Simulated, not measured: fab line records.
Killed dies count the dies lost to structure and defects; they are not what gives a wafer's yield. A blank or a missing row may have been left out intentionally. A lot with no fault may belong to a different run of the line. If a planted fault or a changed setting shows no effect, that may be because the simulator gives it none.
Matching of chambers ; flow gf180mcu ; GF_M5_ETCH_09 on rie_diel-01: 4 sister chambers
The step etches Si3N4 in CF4/O2, target depth 52 nm, time 11.6 s. 8 wafers are shown with their chamber, then 9 later ones without.

## WAFERS, EACH WITH ITS CHAMBER
wafer;chamber;drypump_motor_current_A (A);rf_fwd_power_W (W)
L075.5;1;5.4;790
L083.2;3;5.8;777
L083.6;1;5.4;787
L084.1;3;5.8;777
L084.4;2;5.4;786
L088.1;0;6.3;791
L088.3;2;5.4;784
L088.5;0;6.4;793

## WAFERS WHOSE CHAMBER IS MISSING
wafer;drypump_motor_current_A (A);rf_fwd_power_W (W)
L089.1;5.4;791
L089.5;6.3;789
L089.6;5.4;790
L091.1;5.8;779
L091.2;6.4;789
L091.3;5.4;787
L095.1;5.4;793
L095.3;5.4;790
L095.6;5.4;792

## EACH ONE'S CHAMBER
wafer;from the rows above;in truth
L089.1;1;1
L089.5;0;0
L089.6;1;1
L091.1;3;3
L091.2;0;0
L091.3;can't be placed: 1 or 2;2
L095.1;1;1
L095.3;1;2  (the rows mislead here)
L095.6;1;1
Correctly placed: 7 of 9. Unplaceable from these rows: 1, with the true chamber sitting among the candidates in 1. 1 placed wrongly.
How it was worked out, from the rows above alone: a wafer's distance from a chamber is the root of the sum, over the readings, of the square of ((its reading less the chamber's mean) divided by the reading's scatter). The wafer belongs to the nearest chamber; if the next one is less than 2 further off, it can't be placed. The mean given for a chamber averages the wafers shown for that chamber. The scatter: take each reading less its chamber's mean, square it, sum over the shown wafers, divide by the number of wafers less the number of chambers, and take the root.
